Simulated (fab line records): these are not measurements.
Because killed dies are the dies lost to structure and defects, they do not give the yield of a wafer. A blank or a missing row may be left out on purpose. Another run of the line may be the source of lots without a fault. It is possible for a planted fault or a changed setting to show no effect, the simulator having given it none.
Comparing a struck lot with a sound one	flow gf180mcu	15 steps out of a route of 602
Sound: these wafers, L651.2, L651.4, L651.6. Struck: wafer L646.4. (L646.3, L646.6 of the same lot were not struck and are left out.) The cause comes at the end.
Per side, at each step with rows, come the tool, then ch with its chambers, and then its first start. Under that, the readings that differ: sound wafers	struck wafers	difference of the means	sigmas: that difference in standard deviations of wafers without a fault.
alike: a reading whose means differ by less than 2 such deviations, as well as words and numbers matching on both sides. not compared: withheld readings; readings where some wafer has no value; bounds like >300 that might hide an equal value; numbers whose values overlap and for which the record gives no deviation.
Wherever a step has rows on one side only, a row that says differs or no value, or a row with sigmas, the two part there. Numbers that have no deviation but don't overlap get no sigmas and don't part them. Lack of a reading on every wafer of one side parts them only where that side has two or more wafers.

GF_STI_ETCH_13: etches the open film in CHF3/O2, stops on Si, target depth 282.31 nm, time 112.9 s.
  sound on rie-diel-03 ch 0,3, day 6 09:55; struck on rie-diel-01 ch 2, day 5 06:15
reading	sound	struck	difference	sigmas
drypump-motor-current-A (A)	6.5 6.2 6.3	5.3	-1.0	-2
  alike: O2_flow_sccm, chamber-pressure-mTorr, oes-product-au, rf-fwd-power-W, throttle-valve-pct
  not compared: rf-hours-counter-h
GF_STI_ETCH_14: etches Si in HBr/Cl2/O2, target depth 360 nm, time 102.9 s.
  sound on rie-si-02 ch 1,3, day 6 09:59; struck on rie-si-01 ch 1, day 5 06:20
  alike: O2_flow_sccm, chamber-pressure-mTorr, drypump-motor-current-A, oes-product-au, rf-fwd-power-W, throttle-valve-pct
  not compared: rf-hours-counter-h
GF_STI_STRIP_15: strips in O2/N2.
  sound on plasma-asher-01 ch 0,1, day 6 10:04; struck on plasma-asher-04 ch 0, day 5 06:26
  alike: chamber-pressure-mTorr, drypump-motor-current-A, heater-power-w, n2-flow-sccm, oes-product-au, strip-time-to-endpoint-s
  not compared: rf-hours-counter-h
then, 6 steps without rows for these wafers: GF_STI_CLEAN_16 (cleans in dHF, time 25 s); GF_STI_WET_ETCH_17 (etches Si3N4 in H3PO4, target depth 45 nm, time 514 s); GF_STI_CLEAN_18 (cleans in SC1/SC2, time 150 s); GF_STI_CLEAN_19 (cleans in dHF, time 20 s); GF_STI_WET_ETCH_20 (etches SiO2 in dHF, target depth 20 nm, time 400 s); GF_STI_OXIDATION_21 (stabilise 600 s, purge 300 s, target thk 15 nm).
GF_STI_THK_MEAS_22:
  sound on film-metro-03, day 6 12:10; struck on film-metro-03, day 5 08:00
  alike: STI_OXIDATION_01_THK
then, 1 step without rows for these wafers: GF_STI_CVD_23 (deposits SiO2, target thk 650 nm, time 108.3 s).
GF_STI_THK_MEAS_24:
  sound on film-metro-04, day 6 12:18; struck on film-metro-04, day 5 08:08
  alike: STI_CVD_23_THK
GF_STI_CMP_25: polishes, stops on Si3N4, t overpolish 33 s, target thk 524.6 nm.
  sound on cmp-02 ch 1,2,3, day 6 12:27; struck on cmp-01 ch 0, day 5 08:14
reading	sound	struck	difference	sigmas
time-to-endpoint-s (s)	128 116 120	236	+115	+25
  alike: motor-current-A, overpolish-run-s, slurry-flow-ml-min
then, 1 step without rows for these wafers: GF_STI_WET_ETCH_26 (etches SiO2 in dHF, target depth 94 nm, time 188 s).
-- the record jumps here: 28 days lie between the struck wafers' starts before and after (it left off in module STI and takes up again in module PASSIVATION, whose first step shown is number 602 of the route) --
GF_PASSIVATION_PROBE_99:
  rows exist in the record for the struck wafers here (prober-02, day 33 10:47), but not for the sound ones

WHERE THEY PART
Last at GF_PASSIVATION_PROBE_99 as far as this record goes, first at GF_STI_ETCH_13.

WHY: whatever the simulator had introduced
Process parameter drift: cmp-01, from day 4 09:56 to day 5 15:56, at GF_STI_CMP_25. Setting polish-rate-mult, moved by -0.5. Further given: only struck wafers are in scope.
